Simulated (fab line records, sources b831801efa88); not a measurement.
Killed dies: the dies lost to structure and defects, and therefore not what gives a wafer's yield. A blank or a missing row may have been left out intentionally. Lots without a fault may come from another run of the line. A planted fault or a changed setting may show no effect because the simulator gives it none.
A lot that was struck, set against a sound lot :: flow sfq-line :: 14 out of 325 route steps
Sound: the wafers L554.1, L554.2, L554.4. Struck: wafers L563.4, L563.5. (L563.1 of the same lot was not struck and is left out.) The cause comes at the end.
Per side, at each step with rows, come the tool, then ch with its chambers, and then its first start. Under that, the readings that differ: sound wafers :: struck wafers :: difference of the means :: sigmas: that difference in standard deviations of wafers without a fault.
alike: same words and numbers on both sides, and readings whose means sit less than 2 such deviations apart. not compared: any withheld reading, any reading some wafer has no value for, any bound like >300 that may hide the same value, and any number with overlapping values for which the record gives no deviation.
Wherever a step has rows on one side only, a row that says differs or no value, or a row with sigmas, the two part there. Numbers that don't overlap but have no deviation are shown without sigmas and don't part them. Lack of a reading on every wafer of one side parts them only where that side has two or more wafers.

first, 2 steps without rows for these wafers: SFQ_TRILAYER_I1_VIA_STRIP_SOLV_CLEAN_054 (cleans in NMP, time 600 s); SFQ_TRILAYER_M2_DEP_PRE_CLEAN_056 (time 22.5 s).
SFQ_TRILAYER_M2_DEP_SPUTTER_055: material Nb, target thk 200 nm, time 133.3 s.
  sound on pvd-sputter-06, day 28 06:21; struck on pvd-sputter-05, day 31 08:59
  alike: cathode-dc-power-W, throttle-valve-pct
SFQ_M2_RS_MEAS_914: the measuring method here is four-point-probe.
  sound on film-metro-03, day 28 06:26; struck on film-metro-04, day 31 09:05
  alike: M2_NB_RS
then, 6 steps without rows for these wafers: SFQ_TRILAYER_M2_LITHO_COAT_062 (resist thk 62 nm); SFQ_TRILAYER_M2_LITHO_COAT_057 (resist thk 600 nm); SFQ_TRILAYER_M2_LITHO_SOFTBAKE_061; SFQ_TRILAYER_M2_LITHO_EXPOSE_058 (exposes mask M2, target cd 500 nm); SFQ_TRILAYER_M2_LITHO_PEB_060 (peb time 60 s); SFQ_TRILAYER_M2_LITHO_DEVELOP_059 (time 60 s).
-- the record jumps here: 6 days lie between the struck wafers' starts before and after --
SFQ_M2_OVL_MEAS_916:
  sound on overlay-02, day 34 07:59; struck on overlay-01, day 37 09:57
  alike: M2_OVL
SFQ_TRILAYER_M2_BARC_OPEN_METAL_ETCH_077: etches BARC in O2, target depth 125 nm, time 41.7 s.
  sound on rie-metal-03 ch 0,1, day 34 08:01; struck on rie-metal-01 ch 1, day 37 09:59
reading: bias-w (W)
sound: 80.00 79.92 80.00
struck: - -
difference: no value on the struck wafers
sigmas: 

reading: oes-product-au (a.u.)
sound: 0.689 0.677 0.678
struck: 0.794 0.791
difference: +0.111
sigmas: +25

reading: run-length-s (s)
sound: 70.42 69.93 69.97
struck: 62.77 63.09
difference: -7.18
sigmas: -29

reading: model.KrF_of_TRILAYER_M2_LITHO_COAT_057.thk-nm (nm)
sound: 525.9 524 525
struck: 533.3 532.6
difference: +8.0
sigmas: 
  alike: drypump-motor-current-A
  not compared: rf-hours-counter-h
SFQ_TRILAYER_M2_ETCH_METAL_ETCH_060: etches Nb in Cl2/Ar, stops on SiO2, target depth 240 nm, time 120 s.
  sound on rie-metal-03 ch 0,1, day 34 08:04; struck on rie-metal-01 ch 1, day 37 10:02
reading: drypump-motor-current-A (A)
sound: 5.92 5.96 5.93
struck: 6.30 6.30
difference: +0.36
sigmas: +2

reading: model.KrF_of_TRILAYER_M2_LITHO_COAT_057.thk-nm (nm)
sound: 387.6 383 387.6
struck: 393.5 391.9
difference: +6.6
sigmas: 
  alike: bias-w, oes-product-au, run-length-s
  not compared: rf-hours-counter-h
SFQ_TRILAYER_M2_STRIP_STRIP_061: strips in O2.
  sound on rie-metal-03 ch 0,1, day 34 08:12; struck on rie-metal-01 ch 1, day 37 10:10
reading: drypump-motor-current-A (A)
sound: 5.96 5.96 5.93
struck: 6.29 6.29
difference: +0.34
sigmas: +2
  alike: oes-product-au
  not compared: rf-hours-counter-h

== WHERE THEY PART ==
At SFQ_TRILAYER_M2_BARC_OPEN_METAL_ETCH_077 first; at SFQ_TRILAYER_M2_STRIP_STRIP_061 last (within this record only).

WHY: what had been put in by the simulator
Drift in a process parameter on rie-metal-01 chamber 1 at SFQ_TRILAYER_M2_BARC_OPEN_METAL_ETCH_077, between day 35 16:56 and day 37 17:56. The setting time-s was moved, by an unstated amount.
